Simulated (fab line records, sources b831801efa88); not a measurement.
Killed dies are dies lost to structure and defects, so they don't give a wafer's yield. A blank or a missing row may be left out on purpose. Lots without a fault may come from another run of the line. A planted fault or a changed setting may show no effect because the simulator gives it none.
Problem report in the 8D (eight disciplines) form, filled by code | flow sky130 | the parts of the form that need people (team, actions taken, sign-off) are left out

1. THE PROBLEM
run_length_s at SKY_FIELD_ISO_ETCH_17 reads a mean of 80.3 s on 1 wafer of 1 lot; wafers without a fault read 126.0 s with a standard deviation of 0.45. That is -99 or more standard deviations from the usual mean.
The step: etches Si in HBr/Cl2/O2, target depth 342 nm, time 97.7 s.
First seen on wafer L760.2, day 6 02:40, on rie_si-02. The record holds 15 wafers of 5 lots with a number at this step. Rule for "out", or "out of limits": more than 4 standard deviations from the usual mean. The other wafers with a number count as sound.

2. WHAT IT IS AND WHAT IT IS NOT
question                    | is               | is not
which readings at this step | run_length_s     | drypump_motor_current_A, oes_product_au, throttle_valve_pct
which lots                  | L760             | L747, L750, L762, L763
which wafers of those lots  | L760.2           | L760.3, L760.4
read on which tools         | rie_si-02        | rie_si-01
when                        | from day 6 02:40 | up to then (8 sound wafers); but 6 sound wafers of L762, L763 came after

3. SUSPECTS, AND WHAT RULES EACH OUT
Counting: a tool at a process step up to the reading stays a suspect if it ran every lot that is out. Sound lots after the first of them don't rule it out here, since some wafers of a struck lot are sound.
- rie_diel-02 at SKY_FIELD_ISO_ETCH_14 (etches BARC in N2/H2, stops on SiO2, time 45.9 s, target depth 60 nm): kept. It ran the lot that is out, L760 (day 6 02:28).
- rie_diel-02 at SKY_FIELD_ISO_ETCH_15 (etches the open film in CHF3/O2, stops on Si, target depth 180 nm, time 72 s): kept. It ran the lot that is out, L760 (day 6 02:30).
- plasma_asher-03 at SKY_FIELD_ISO_STRIP_16 (strips in O2/N2): kept. It ran the lot that is out, L760 (day 6 02:34).
- rie_si-02 at SKY_FIELD_ISO_ETCH_17 (etches Si in HBr/Cl2/O2, target depth 342 nm, time 97.7 s): kept. It ran the lot that is out, L760 (day 6 02:40); its last sound lot up to then is L747 (day 3 12:04). Its own readings are out on those wafers: run_length_s.
- Within rie_diel-02 at SKY_FIELD_ISO_ETCH_14: the wafers that are out ran in chamber 2; their sound lot-mates ran in chambers 0, 1.
- Within rie_diel-02 at SKY_FIELD_ISO_ETCH_15: the wafers that are out ran in chamber 2; their sound lot-mates ran in chambers 0, 1.
- Within rie_si-02 at SKY_FIELD_ISO_ETCH_17: the wafers that are out ran in chamber 1; their sound lot-mates ran in chambers 0, 2.
Left after counting: rie_diel-02 at SKY_FIELD_ISO_ETCH_14, rie_diel-02 at SKY_FIELD_ISO_ETCH_15, plasma_asher-03 at SKY_FIELD_ISO_STRIP_16, rie_si-02 at SKY_FIELD_ISO_ETCH_17.

4. THE CAUSE (what the simulator had put in)
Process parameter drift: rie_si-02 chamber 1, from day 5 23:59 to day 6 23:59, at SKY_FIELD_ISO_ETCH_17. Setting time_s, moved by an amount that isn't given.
Counting left 4 suspects, and this tool is among them.

5. THE CHAIN OF EFFECTS, in route order
Each row: a reading whose mean over the struck wafers that have a number lies more than 3 standard deviations from the usual. Only readings for which the record gives a usual standard deviation are gone through. hours: the time from each lot's start at the first step in this table that gives one to its start at this step, as a median over the lots. sigmas: the change in usual standard deviations.
hours | step                  | reading      | usual   | on struck wafers | change | sigmas
0     | SKY_FIELD_ISO_ETCH_17 | run_length_s | 126.0 s | 80.3             | -45.7  | -99 or more
The process steps in it:
- SKY_FIELD_ISO_ETCH_17: etches Si in HBr/Cl2/O2, target depth 342 nm, time 97.7 s.
Later measuring or inspecting steps at which every struck wafer that the step has a row for has a number for every such reading, and none has moved that far: SKY_FIELD_ISO_THK_MEAS_23, SKY_FIELD_ISO_THK_MEAS_25.

6. WHAT WOULD HAVE CAUGHT IT SOONER
In this record the first reading out of limits was taken at day 6 02:40, 3 hours after the fault began at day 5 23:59.
